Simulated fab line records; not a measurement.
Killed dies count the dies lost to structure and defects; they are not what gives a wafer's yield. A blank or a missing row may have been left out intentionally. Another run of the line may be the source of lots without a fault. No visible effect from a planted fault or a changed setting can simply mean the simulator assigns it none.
Which tool is to blame? :: flow gf180mcu :: route of 602 steps, sampled at 1 step: 12 lots, 36 wafers

## WHAT EACH GAUGE READ, for each wafer
GF_V3_BOW_MEAS_05. Usual: V3_BOW typically reads 118 um, with standard deviation 8.9.
lot: L108
measured: day 21 15:13
on: film-metro-03
V3_BOW (um): 112 119 117
flag: 

lot: L111
measured: day 22 11:55
on: film-metro-02
V3_BOW (um): 109 119 113
flag: 

lot: L113
measured: day 23 05:33
on: film-metro-01
V3_BOW (um): 107 110 104
flag: 

lot: L114
measured: day 23 15:14
on: film-metro-02
V3_BOW (um): 121 103 110
flag: 

lot: L115
measured: day 24 03:28
on: film-metro-03
V3_BOW (um): 112 107 108
flag: 

lot: L116
measured: day 24 11:05
on: film-metro-03
V3_BOW (um): 115 121 108
flag: 

lot: L124
measured: day 27 07:41
on: film-metro-03
V3_BOW (um): 124 123 112
flag: 

lot: L123
measured: day 27 09:25
on: film-metro-01
V3_BOW (um): 125 129 129
flag: 

lot: L126
measured: day 27 12:54
on: film-metro-02
V3_BOW (um): 123 130 113
flag: 

lot: L129
measured: day 28 17:19
on: film-metro-01
V3_BOW (um): 128 120 128
flag: 

lot: L130
measured: day 29 00:28
on: film-metro-01
V3_BOW (um): 117 126 119
flag: 

lot: L131
measured: day 29 09:04
on: film-metro-02
V3_BOW (um): 114 100 116
flag: 

## TOOL THAT RAN EACH LOT (tool first, then ch and the chambers of the sampled wafers, then the start)
Record: no process step prior to these readings.

## AS READ BY THE TOOLS THEMSELVES (means over the sampled wafers that have a number; for cases with no such wafer, the mark the record gives instead)
The record holds no such reading with a usual standard deviation.

## THE ANSWER, worked out from the rows above alone
Rule: a lot is off if the mean of its wafers that have a number lies more than 3 standard deviations from the usual mean. A lot without any number at a reading at which 4 lots or more have one is off too. The other lots that the step has rows for count as sound. Order of review: gauges by route order, followed by the tools' own readings, for which a lot's mean as printed above is used. At the first step where some lot is off, the reading lying furthest off is the one used; lots without a number count as furthest.
No lot is off on any of the readings shown, so nothing can be concluded from this.

## WHAT WAS PUT IN BY THE SIMULATOR
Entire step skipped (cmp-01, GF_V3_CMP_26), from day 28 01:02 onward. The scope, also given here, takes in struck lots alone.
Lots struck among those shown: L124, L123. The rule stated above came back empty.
